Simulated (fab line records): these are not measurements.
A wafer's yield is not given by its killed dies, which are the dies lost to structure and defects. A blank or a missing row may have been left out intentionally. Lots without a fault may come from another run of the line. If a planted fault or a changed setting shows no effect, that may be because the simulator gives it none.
Struck lot and sound lot, side by side    flow sky130    30 out of 708 route steps
Sound: wafers L579.1, L579.2, L579.5. Wafers struck: L587.1, L587.3, L587.5. The cause is named last.
At each step with rows: each side's tool, then ch and its chambers, then its first start. Under that, the readings that differ: sound wafers    struck wafers    difference of the means    sigmas: that difference in standard deviations of wafers without a fault.
alike: a reading whose means differ by less than 2 such deviations, as well as words and numbers matching on both sides. not compared: withheld readings; readings where some wafer has no value; bounds like >300 that might hide an equal value; numbers whose values overlap and for which the record gives no deviation.
A row with sigmas, a row that says differs or no value, or rows on one side alone: a step with any of these is where the two part. Numbers that don't overlap but have no deviation are shown without sigmas and don't part them. A reading missing from all wafers of one side parts the sides only when that side holds two or more wafers.

SKY_PWDE_STRIP_09: strips in O2/N2.
  sound on plasma_asher-03 ch 0,1, day 4 07:39; struck on plasma_asher-02 ch 0,1, day 6 03:47
  alike: drypump_motor_current_A, o2_flow_sccm, oes_product_au, strip_time_to_endpoint_s
  not compared: rf_hours_counter_h
SKY_PWDE_TW_MEAS_10:
  struck on film_metro-02, day 6 03:53; sound on film_metro-04, day 4 07:45
  alike: PWDE_TW
then, 7 steps without rows for these wafers: SKY_NWELL_DEHYDRATE_03 (time 60 s); SKY_NWELL_HMDS_04 (prime time 60 s); SKY_NWELL_COAT_05 (resist thk 3000 nm); SKY_NWELL_SOFTBAKE_06; SKY_NWELL_EXPOSE_07 (exposes mask NWM, target cd 840 nm); SKY_NWELL_PEB_08; SKY_NWELL_DEVELOP_09 (develop time 60 s).
SKY_NWELL_OVL_MEAS_10:
  struck on overlay-01, day 6 21:31; sound on overlay-01, day 5 00:13
  alike: NWELL_00_OVL
then, 2 steps without rows for these wafers: SKY_NWELL_IMPLANT_11; SKY_NWELL_IMPLANT_12.
SKY_NWELL_IMPLANT_13:
  sound on implanter-01 ch 0, day 5 00:33; struck on implanter-02 ch 0, day 6 21:51
reading             sound                          struck                         difference  sigmas
dose_ions_cm2       7.002e+11 7.009e+11 6.995e+11  9.154e+11 9.169e+11 9.172e+11  +2.163e+11  +99 or more
faraday_current_uA  4.01 3.96 4.08                 5.26 5.27 5.23                 +1.24       +16
SKY_NWELL_STRIP_14: strips in O2/N2.
  sound on plasma_asher-02 ch 0,1, day 5 00:42; struck on plasma_asher-02 ch 0,1, day 6 22:00
reading                       sound              struck             difference  sigmas
strip_time_to_endpoint_s (s)  36.98 37.08 37.20  36.89 36.86 36.80  -0.24       -3
  alike: drypump_motor_current_A, o2_flow_sccm, oes_product_au
  not compared: rf_hours_counter_h
SKY_NWELL_TW_MEAS_15:
  struck on film_metro-04, day 6 22:06; sound on film_metro-02, day 5 00:48
  alike: NWELL_TW
then, 7 steps without rows for these wafers: SKY_NWELL_DEHYDRATE_16 (time 60 s); SKY_NWELL_HMDS_17 (prime time 60 s); SKY_NWELL_COAT_18 (resist thk 3000 nm); SKY_NWELL_SOFTBAKE_19; SKY_NWELL_EXPOSE_20 (exposes mask NWM COMPLEMENT, target cd 840 nm); SKY_NWELL_PEB_21; SKY_NWELL_DEVELOP_22 (develop time 60 s).
SKY_NWELL_OVL_MEAS_23:
  struck on overlay-02, day 7 14:04; sound on overlay-02, day 5 18:57
  alike: NWELL_01_OVL
following that, these wafers have no rows for 1 step: SKY_NWELL_IMPLANT_24.
SKY_NWELL_STRIP_25: strips in O2/N2.
  sound on plasma_asher-01 ch 0,1, day 5 19:08; struck on plasma_asher-02 ch 0,1, day 7 14:15
  alike: drypump_motor_current_A, o2_flow_sccm, oes_product_au, strip_time_to_endpoint_s
  not compared: rf_hours_counter_h
SKY_NWELL_TW_MEAS_26:
  struck on film_metro-04, day 7 14:21; sound on film_metro-03, day 5 19:14
  alike: NWELL_2_TW
then, 1 step without rows for these wafers: SKY_NWELL_CLEAN_27 (cleans in SC1/SC2, time 150 s).
SKY_NWELL_RTA_28: time 30 s.
  sound on rtp_anneal-02 ch 0, day 5 19:21; struck on rtp_anneal-01 ch 0, day 7 14:28
reading           sound                 struck                difference  sigmas
wafer_temp_C_max  1055.7 1056.6 1057.5  1053.1 1055.1 1054.4  -2.4        -2
  alike: lamp_power_pct
SKY_NWELL_RS_MEAS_29: measures by four-point-probe.
  struck on film_metro-02, day 7 14:34; sound on film_metro-03, day 5 19:27
reading            sound              struck             difference  sigmas
NWELL_RS (ohm/sq)  625.2 624.7 622.1  617.5 616.1 618.2  -6.7        -4
-- the record jumps here: 40 days lie between the struck wafers' starts before and after (it left off in module NWELL and takes up again in module PAD_OPEN, whose first step shown is number 708 of the route) --
SKY_PAD_OPEN_PROBE_99:
  struck on prober-01, day 48 01:14; sound on prober-02, day 45 16:02
reading                                    sound                   struck                   difference  sigmas
model.etest.pfet_g5v0d10v5.r_on_ohm_um     4680 4700 4770          4928 4911 4909           +199        
model.etest.tip_p_5v.rs_ohm_sq             2858 2864 2859          2918 2894 2902           +44         
model.etest.pfet_g5v0d10v5.drive_ua_um     346.1 345.6 339.8       327.9 326.7 329.3        -15.9       
model.etest.pfet_01v8_lvt.drive_ua_um      176.4 173.5 176.1       160.9 163.7 163.1        -12.8       
model.etest.pfet_g5v0d10v5.off_log10_a_um  -12.54 -12.49 -12.57    -13.51 -13.56 -13.49     -0.99       
model.etest.pfet_01v8_lvt.off_log10_a_um   -8.869 -8.629 -8.682    -9.659 -9.6 -9.482       -0.854      
model.etest.pfet_g5v0d10v5.vt_sat_v (V)    -0.633 -0.6065 -0.6456  -0.7462 -0.7565 -0.7349  -0.1175     
model.etest.pfet_16v.vt_v (V)              -1.088 -1.091 -1.082    -1.205 -1.195 -1.199     -0.113      
  alike: killed_at_M0_to_M3, killed_at_M4_up, killed_at_contacts, killed_at_front_end, killed_at_other, killed_dies, killed_open, killed_short

WHERE THEY PART
First at SKY_NWELL_IMPLANT_13; last, within this record, at SKY_NWELL_RS_MEAS_29. Later steps at which nothing parts them and some readings are alike: SKY_PAD_OPEN_PROBE_99.

WHY: the cause the simulator had injected
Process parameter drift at SKY_NWELL_IMPLANT_13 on implanter-02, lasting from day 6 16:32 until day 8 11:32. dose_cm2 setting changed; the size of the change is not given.
